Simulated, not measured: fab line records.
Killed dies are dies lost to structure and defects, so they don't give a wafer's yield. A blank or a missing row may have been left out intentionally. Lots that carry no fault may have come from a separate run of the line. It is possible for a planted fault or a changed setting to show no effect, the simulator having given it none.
2 desks looking at one fault | flow gf180mcu | each desk has only its own numbers; what lay behind them comes last

AT THE TOOL OWNER'S DESK: krf-scanner-01
The tool's own readings at GF_V2_EXPOSE_11 (exposes mask Via2, target cd 260 nm): means of the sampled wafers that have a number, for each lot that ran on this tool. Marked OUT: a lot whose mean sits more than 4 standard deviations from the usual mean, which makes it out of limits; the brackets give that distance.
Columns: A = exposure-dose-mJ-cm2 at GF_V2_EXPOSE_11, usual 37.99
lot  | first seen here | A
L931 | day 22 12:28    | 37.97
L940 | day 25 20:06    | 38.56 (+15) OUT
L943 | day 26 11:23    | 38.42 (+11) OUT
This desk's verdict: out of limits on L940, L943, starting with L940 at day 25 20:06 (exposure-dose-mJ-cm2 at GF_V2_EXPOSE_11). In limits: L931.

METROLOGY DESK
What the gauges read, lot by lot, whatever tool the lot ran on: means of the sampled wafers that have a number. Marked OUT: a lot whose mean sits more than 4 standard deviations from the usual mean, which makes it out of limits; the brackets give that distance.
Columns: A = V2_CVD_00_THK at GF_V2_THK_MEAS_01, usual 601 nm; B = V2_CVD_02_THK at GF_V2_THK_MEAS_03, usual 848 nm; C = V2_BOW at GF_V2_BOW_MEAS_05, usual 101 um; D = cd-nm at GF_V2_CD_MEAS_14, usual 260.0 nm; E = V2_OVL at GF_V2_OVL_MEAS_15, usual 1 nm
lot  | first seen here | A   | B   | C   | D     | E
L931 | day 22 00:22    | 599 | 853 | 93  | 261.1 | 0
L933 | day 22 12:29    | 591 | 856 | 98  | 260.4 | 2
L940 | day 25 08:50    | 601 | 857 | 104 | 262.2 | 1
L943 | day 26 00:11    | 594 | 859 | 88  | 260.8 | -2
L946 | day 27 00:23    | 603 | 860 | 104 | 259.2 | 2
L947 | day 27 08:48    | 598 | 849 | 104 | 259.8 | 7
Finding of this desk: none of the 6 lots has anything out of limits.

PUT TOGETHER
On L940, L943, at day 25 20:06, an alarm was possible from the tool owner's desk.
The metrology desk saw nothing out of limits.
The metrology desk holds a record of L940, L943, inside its limits.
On krf-scanner-01, each named lot ran GF_V2_EXPOSE_11.

WHAT THE SIMULATOR HAD PUT IN
Process parameter drift: krf-scanner-01, from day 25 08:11 on, at GF_V2_EXPOSE_11. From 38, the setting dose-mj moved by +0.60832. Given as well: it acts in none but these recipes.
Lots struck among those shown: L940, L943.
Time in hours from fault onset to the first out-of-limits reading at each desk: the tool owner's desk, 12.
